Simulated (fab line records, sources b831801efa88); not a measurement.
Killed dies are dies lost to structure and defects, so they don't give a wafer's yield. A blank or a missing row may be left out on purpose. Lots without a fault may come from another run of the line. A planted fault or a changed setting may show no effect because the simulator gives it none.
One fault seen from 2 desks | flow sky130 | each desk has only its own numbers; what lay behind them comes last

THE TOOL OWNER'S DESK: litho_track-02
The tool's own readings at SKY_VIA2_COAT_06 (resist thk 60 nm): means of the sampled wafers that have a number, for each lot that ran on this tool. A lot is out of limits, marked OUT, if its mean lies more than 4 standard deviations from the usual mean; the brackets give that distance.
Columns: A = spin_speed_rpm at SKY_VIA2_COAT_06, usual 3000.2 rpm
lot  | first seen here | A
L930 | day 38 15:53    | 2999.0
L934 | day 39 19:59    | 3066.6 (+32) OUT
L935 | day 40 04:34    | 3064.4 (+31) OUT
L943 | day 44 00:13    | 3000.0
This desk's finding: out of limits on L934, L935; first on L934, day 39 19:59 (spin_speed_rpm at SKY_VIA2_COAT_06). In limits: L930, L943.

THE METROLOGY DESK
What the gauges read, lot by lot, whatever tool the lot ran on: means of the sampled wafers that have a number. A lot is out of limits, marked OUT, if its mean lies more than 4 standard deviations from the usual mean; the brackets give that distance.
Columns: A = cd_nm at SKY_METAL3_CD_MEAS_13, usual 299.7 nm
lot  | first seen here | A
L921 | day 38 13:03    | 301.3
L923 | day 39 06:34    | 299.7
L924 | day 39 14:52    | 298.8
L925 | day 40 00:49    | 298.2
L927 | day 40 14:01    | 299.6
L930 | day 41 07:53    | 300.8
L932 | day 42 01:46    | 300.7
L934 | day 42 10:59    | 297.8
L935 | day 42 20:15    | 300.6
L938 | day 44 05:32    | 298.3
L942 | day 45 00:22    | 298.3
L943 | day 46 06:42    | 298.7
This desk's finding: nothing out of limits on any of the 12 lots.

PUT TOGETHER
The tool owner's desk could have raised an alarm at day 39 19:59, on L934, L935.
The metrology desk saw nothing out of limits.
The metrology desk has L934, L935 on record, within its limits.
Of the lots named, all ran SKY_VIA2_COAT_06 on litho_track-02.

WHAT THE SIMULATOR HAD PUT IN
Process parameter drift: litho_track-02, from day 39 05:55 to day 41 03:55, at SKY_VIA2_COAT_06. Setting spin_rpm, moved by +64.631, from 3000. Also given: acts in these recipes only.
Lots struck among those shown: L934, L935.
Hours from the fault's start to each desk's first reading out of limits: the tool owner's desk, 14.
